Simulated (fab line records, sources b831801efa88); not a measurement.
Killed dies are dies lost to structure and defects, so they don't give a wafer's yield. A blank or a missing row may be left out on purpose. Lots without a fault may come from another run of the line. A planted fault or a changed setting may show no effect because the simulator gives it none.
One fault seen from 2 desks | flow gf180mcu | each desk has only its own numbers; what lay behind them comes last

THE METROLOGY DESK
What the gauges read, lot by lot, whatever tool the lot ran on: means of the sampled wafers that have a number. A lot is out of limits, marked OUT, if its mean lies more than 4 standard deviations from the usual mean; the brackets give that distance.
Columns: A = V5_OVL at GF_V5_OVL_MEAS_15, usual 0 nm; B = V5_W_RS at GF_V5_RS_MEAS_24, usual 0.3276 ohm/sq; C = V5_W_THK at GF_V5_THK_MEAS_25, usual 351 nm
lot  | first seen here | A  | B      | C
L872 | day 29 09:47    | 0  | 0.3291 | 348
L881 | day 32 02:51    | 6  | 0.3281 | 351
L883 | day 32 14:11    | 5  | 0.3232 | 351
L886 | day 33 02:16    | -8 | 0.3280 | 354
L887 | day 33 08:38    | 4  | 0.3272 | 350
This desk's finding: nothing out of limits on any of the 5 lots.

THE TOOL OWNER'S DESK: pvd_sputter-04
The tool's own readings at GF_TOP_METAL_SPUTTER_00 (material Ti, target thk 37.5 nm, time 150 s): means of the sampled wafers that have a number, for each lot that ran on this tool. A lot is out of limits, marked OUT, if its mean lies more than 4 standard deviations from the usual mean; the brackets give that distance.
Columns: A = substrate_temp_c at GF_TOP_METAL_SPUTTER_00, usual 200.00 C; B = throttle_valve_pct at GF_TOP_METAL_SPUTTER_00, usual 30.0 %
lot  | first seen here | A      | B
L872 | day 29 11:13    | 200.14 | 29.6
L887 | day 33 10:02    | 199.96 | 29.8
This desk's finding: nothing out of limits on any of the 2 lots.

PUT TOGETHER
The metrology desk saw nothing out of limits.
The tool owner's desk saw nothing out of limits.

WHAT THE SIMULATOR HAD PUT IN
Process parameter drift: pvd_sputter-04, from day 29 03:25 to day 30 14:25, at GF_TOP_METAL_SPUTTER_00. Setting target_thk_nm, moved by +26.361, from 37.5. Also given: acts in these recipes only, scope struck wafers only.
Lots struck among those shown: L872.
